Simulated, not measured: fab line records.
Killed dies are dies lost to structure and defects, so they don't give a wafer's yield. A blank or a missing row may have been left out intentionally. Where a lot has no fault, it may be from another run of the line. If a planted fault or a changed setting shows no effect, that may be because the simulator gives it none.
One fault through the eyes of 2 desks	flow sky130	what lay behind the numbers comes last; until then each desk has only its own

== METROLOGY DESK ==
Means of the sampled wafers that have a number, per lot and without regard to the tool the lot ran on: this is what the gauges read. Any lot whose mean is over 4 standard deviations away from the usual mean is out of limits and marked OUT; that distance is given in the brackets.
Columns: A = FIELD_ISO_OXIDATION_01_THK at SKY_FIELD_ISO_THK_MEAS_23, usual 10.06 nm; B = VT_ADJUST_PCH_TW at SKY_VT_ADJUST_PCH_TW_MEAS_10, usual 144.0; C = SD_P_OVL at SKY_SD_P_OVL_MEAS_08, usual 0.2 nm
lot	first seen here	A	B	C
L946	day 2 19:44	10.09	143.5	-0.6
L947	day 2 22:55	10.07	144.0	1.2
L948	day 3 02:52	10.16	143.2	-1.0
L951	day 3 19:10	10.32	144.6	0.1
L952	day 4 02:22	10.12	143.2	-1.2
L954	day 4 11:28	9.88	143.5	-0.6
L956	day 5 00:20	10.31	144.6	1.3
L957	day 5 03:53	9.93	143.3	-1.0
L962	day 6 07:43	10.24	135.2 (-13) OUT	-2.4
L964	day 6 16:47	10.00	134.5 (-14) OUT	1.1
L965	day 6 21:46	10.27	144.0	-0.7
L967	day 7 11:33	10.20	143.8	0.4
This desk's finding: out of limits on L962, L964; first on L962, day 16 05:58 (VT_ADJUST_PCH_TW at SKY_VT_ADJUST_PCH_TW_MEAS_10). L946, L947, L948, L951, L952, L954, L956, L957, L965, L967: within limits.

== TOOL OWNER'S DESK, implanter-01 ==
SKY_VT_ADJUST_PCH_IMPLANT_08, tool's own readings: per-lot mean of the sampled wafers with a number, covering each lot this tool ran. Any lot whose mean is over 4 standard deviations away from the usual mean is out of limits and marked OUT; that distance is given in the brackets.
Columns: A = dose ions cm2 at SKY_VT_ADJUST_PCH_IMPLANT_08, usual 5e+11; B = faraday current uA at SKY_VT_ADJUST_PCH_IMPLANT_08, usual 2.81
lot	first seen here	A	B
L947	day 11 07:53	5e+11	2.80
L962	day 16 05:43	4e+11 (-99 or more) OUT	2.17 (-12) OUT
L964	day 16 19:16	4e+11 (-99 or more) OUT	2.23 (-11) OUT
This desk finds L962, L964 out of limits, L962 being first, at day 16 05:43 (dose ions cm2 at SKY_VT_ADJUST_PCH_IMPLANT_08). L947: within limits.

== ALL TOGETHER ==
The tool owner's desk had the chance to raise an alarm at day 16 05:43 on L962, L964.
The metrology desk could have raised an alarm at day 16 05:58, on L962, L964.
All the named lots went through SKY_VT_ADJUST_PCH_IMPLANT_08 on implanter-01.

== WHAT WAS PUT IN BY THE SIMULATOR ==
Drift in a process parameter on implanter-01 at SKY_VT_ADJUST_PCH_IMPLANT_08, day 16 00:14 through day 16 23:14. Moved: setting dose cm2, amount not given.
Shown lots that were struck: L962, L964.
Time in hours from fault onset to the first out-of-limits reading at each desk: tool owner's desk 5, metrology desk 6.
